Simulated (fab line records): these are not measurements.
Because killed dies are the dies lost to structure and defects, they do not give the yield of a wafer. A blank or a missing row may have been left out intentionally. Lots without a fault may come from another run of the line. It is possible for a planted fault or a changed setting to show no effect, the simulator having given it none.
Chamber matching ; flow gf180mcu ; 4 sister chambers for GF_CONTACT_CMP_27 on cmp-02
The step polishes, stops on SiO2, t overpolish 15 s, target thk 0 nm. 4 wafers are shown with their chamber, then 11 later ones without.

## EACH WAFER AND ITS CHAMBER
wafer;chamber;motor current A (A)
L435.5;0;12.0
L440.4;3;10.8
L440.5;1;12.8
L443.1;2;10.2

## WAFERS WHOSE CHAMBER IS MISSING
wafer;motor current A (A)
L443.2;11.4
L443.5;10.3
L452.1;12.8
L452.2;9.8
L452.6;10.2
L453.1;9.4
L453.2;12.5
L453.4;12.7
L454.1;9.9
L454.2;12.0
L454.3;11.4

## THE CHAMBER EACH PASSED THROUGH
wafer;from the rows above;in truth
L443.2;can't be placed: 0 or 3 or 2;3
L443.5;can't be placed: 2 or 3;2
L452.1;1;1
L452.2;can't be placed: 2 or 3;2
L452.6;can't be placed: 2 or 3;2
L453.1;can't be placed: 2 or 3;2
L453.2;can't be placed: 1 or 0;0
L453.4;can't be placed: 1 or 0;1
L454.1;can't be placed: 2 or 3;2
L454.2;0;0
L454.3;can't be placed: 0 or 3 or 2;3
Correct placement for 2 of the 11. Not placeable from these rows: 9 (in 9, the candidates include the true chamber). Wrongly placed: 0.
How it was worked out, from the rows above alone: a wafer's distance from a chamber is the root of the sum, over the readings, of the square of ((its reading less the chamber's mean) divided by the reading's scatter). If the next closest chamber is less than 2 further off than the closest, the wafer can't be placed; otherwise it belongs to the closest. A chamber's mean is the mean of its shown wafers. The scatter: with one shown wafer a chamber, the root of the mean of the squares of how far each hidden wafer lies from its nearest shown one.
